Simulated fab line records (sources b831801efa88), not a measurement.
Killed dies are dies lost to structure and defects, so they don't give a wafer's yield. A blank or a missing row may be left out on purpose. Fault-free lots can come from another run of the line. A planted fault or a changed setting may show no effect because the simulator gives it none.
Chamber matching :: flow sky130 :: 3 sister chambers for SKY_PASSIVATION_CVD_02 on pecvd-04
The step deposits Si3N4, target thk 540 nm. 3 wafers are shown with their chamber, then 8 later ones without.

WAFERS, EACH WITH ITS CHAMBER
wafer: L920.4
chamber: 1
heater power w (W): 605

wafer: L920.6
chamber: 0
heater power w (W): 694

wafer: L923.2
chamber: 2
heater power w (W): 664

WAFERS MISSING THEIR CHAMBER
wafer: L923.4
heater power w (W): 652

wafer: L923.6
heater power w (W): 870

wafer: L922.2
heater power w (W): 620

wafer: L922.3
heater power w (W): 671

wafer: L922.6
heater power w (W): 866

wafer: L927.1
heater power w (W): 636

wafer: L927.3
heater power w (W): 845

wafer: L927.4
heater power w (W): 704

WHICH CHAMBER EACH WENT THROUGH
wafer: L923.4
from the rows above: can't be placed: 2 or 0 or 1
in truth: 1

wafer: L923.6
from the rows above: can't be placed: 0 or 2 or 1
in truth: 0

wafer: L922.2
from the rows above: can't be placed: 1 or 2 or 0
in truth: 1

wafer: L922.3
from the rows above: can't be placed: 2 or 0 or 1
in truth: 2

wafer: L922.6
from the rows above: can't be placed: 0 or 2 or 1
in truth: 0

wafer: L927.1
from the rows above: can't be placed: 2 or 1 or 0
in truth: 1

wafer: L927.3
from the rows above: can't be placed: 0 or 2 or 1
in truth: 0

wafer: L927.4
from the rows above: can't be placed: 0 or 2 or 1
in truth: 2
Correctly placed: 0 of 8. These rows do not allow placing 8 (true chamber among the candidates in 8). Wrongly placed: 0.
How it was worked out, from the rows above alone: a wafer's distance from a chamber is the root of the sum, over the readings, of the square of ((its reading less the chamber's mean) divided by the reading's scatter). The wafer belongs to the nearest chamber; if the next one is less than 2 further off, it can't be placed. A chamber's mean is the mean of its shown wafers. The scatter (one wafer shown for each chamber): square how far every hidden wafer sits from the nearest shown wafer, average those squares and take the square root.
